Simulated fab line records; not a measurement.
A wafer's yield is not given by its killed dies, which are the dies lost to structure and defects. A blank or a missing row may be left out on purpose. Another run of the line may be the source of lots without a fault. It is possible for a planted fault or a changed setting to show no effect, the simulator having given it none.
A struck lot beside a sound one || flow gf180mcu || 14 steps out of a route of 602
Sound: wafers L965.1, L965.4, L965.5. Wafers struck: L972.2, L972.4, L972.6. Last of all comes the cause.
Order at every step that has rows: each side's tool, ch and its chambers, its first start. Under that, the readings that differ: sound wafers || struck wafers || difference of the means || sigmas: that difference in standard deviations of wafers without a fault.
alike: a reading whose means differ by less than 2 such deviations, as well as words and numbers matching on both sides. not compared: withheld readings; readings where some wafer has no value; bounds like >300 that might hide an equal value; numbers whose values overlap and for which the record gives no deviation.
The two part at a step that has a row with sigmas, a row that says differs or no value, or rows on one side only. When numbers do not overlap yet have no deviation, they are printed without sigmas and do not part them. A reading that every wafer of one side lacks parts them only if that side has two wafers or more.

GF_SALICIDE_RTA_08: time 30 s.
  sound on rtp-anneal-02 ch 0, day 16 14:38; struck on rtp-anneal-01 ch 0, day 19 00:57
{"reading": "lamp-power-pct (%)", "sound": "20.3 20.3 20.3", "struck": "16.4 16.4 16.4", "difference": -3.9, "sigmas": -2}
  alike: wafer_temp_C_max
then, 1 step without rows for these wafers: GF_CONTACT_CVD_00 (deposits SiO2, target thk 300 nm, time 50 s).
GF_CONTACT_THK_MEAS_01:
  struck on film-metro-01, day 19 01:05; sound on film-metro-01, day 16 14:46
  alike: CONTACT_CVD_00_THK
GF_CONTACT_CVD_02: deposits SiO2 from TEOS, target thk 860 nm, time 95.992 s.
  sound on pecvd-01 ch 0,1, day 16 14:50; struck on pecvd-03 ch 0,1, day 19 01:08
  alike: heater-power-w, rf-fwd-power-W
GF_CONTACT_THK_MEAS_03:
  struck on film-metro-02, day 19 01:13; sound on film-metro-04, day 16 14:54
  alike: CONTACT_CVD_02_THK
GF_CONTACT_CMP_04: polishes SiO2.
  sound on cmp-01 ch 0,1,2, day 16 15:04; struck on cmp-01 ch 1,2,3, day 19 01:19
  alike: edge-zone-pressure-frac, motor-current-A, slurry-flow-ml-min, time-to-endpoint-s
GF_CONTACT_BOW_MEAS_05:
  struck on film-metro-01, day 19 01:35; sound on film-metro-01, day 16 15:16
  alike: CONTACT_BOW
then, 5 steps without rows for these wafers: GF_CONTACT_DEHYDRATE_06 (time 60 s); GF_CONTACT_HMDS_07 (prime time 60 s); GF_CONTACT_COAT_08; GF_CONTACT_COAT_09 (resist thk 1000 nm); GF_CONTACT_SOFTBAKE_10 (time 60 s).
GF_CONTACT_EXPOSE_11: exposes mask Contact, target cd 220 nm.
  struck on krf-scanner-01, day 19 13:57; sound on krf-scanner-02 ch 0, day 17 02:47
  no value came back on the struck wafers for exposure-dose-mJ-cm2, focus-offset-nm (nm); on the sound wafers exposure-dose-mJ-cm2 reads 38.01 38.02 37.96
  alike: mask
then, 1 step without rows for these wafers: GF_CONTACT_PEB_12 (peb time 90 s).

WHERE THEY PART
At GF_SALICIDE_RTA_08 first; at GF_CONTACT_EXPOSE_11 last (within this record only).

WHY: what had been put in by the simulator
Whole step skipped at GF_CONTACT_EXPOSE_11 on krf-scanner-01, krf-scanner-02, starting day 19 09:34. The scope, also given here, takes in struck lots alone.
